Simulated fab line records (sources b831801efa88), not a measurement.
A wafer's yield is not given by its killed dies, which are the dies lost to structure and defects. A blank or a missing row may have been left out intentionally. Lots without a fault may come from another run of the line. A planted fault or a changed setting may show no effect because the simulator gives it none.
The tool behind it: which one? | flow gf180mcu | 21 wafers sampled from 7 lots at 1 step of a route of 602

== WHAT THE GAUGES SHOWED, per wafer ==
GF_VT_IMPLANT_OVL_MEAS_07.
lot  | measured     | on         | VT_IMPLANT_OVL (nm)
L156 | day 6 09:14  | overlay-01 | 1.1 0.0 0.9
L158 | day 6 21:55  | overlay-01 | 0.8 0.9 -1.6
L160 | day 7 11:26  | overlay-01 | -1.1 -0.4 0.1
L163 | day 8 06:36  | overlay-01 | 0.7 1.3 -0.2
L168 | day 9 12:26  | overlay-01 | 0.6 0.4 0.0
L172 | day 10 13:04 | overlay-02 | 0.4 -1.4 2.7
L175 | day 11 08:22 | overlay-01 | 1.5 -0.7 0.9

== EACH LOT AND THE TOOL THAT RAN IT (in order: tool; ch and the chambers of the sampled wafers; start) ==
No process step before these readings appears in the record.

== THE ANSWER, worked out from the rows above alone ==
Rule: the lots themselves supply what counts as usual. Put in order of their means at a reading, lots are off if they are a third of the lots or fewer, leave a main group of 4 or more, and stand apart from it by a gap of 3 or more times the standard deviation of the main group's means; of several such gaps the widest counts. A main group whose means are all the same, to the digits that the tables above print for the reading, isn't used. A lot without any number at a reading at which 4 lots or more have one is off too. Where the step has rows for the other lots, those lots are counted as sound.
Nothing can be told from this: no lot is off at any reading shown.

== WHAT THE SIMULATOR HAD INSERTED ==
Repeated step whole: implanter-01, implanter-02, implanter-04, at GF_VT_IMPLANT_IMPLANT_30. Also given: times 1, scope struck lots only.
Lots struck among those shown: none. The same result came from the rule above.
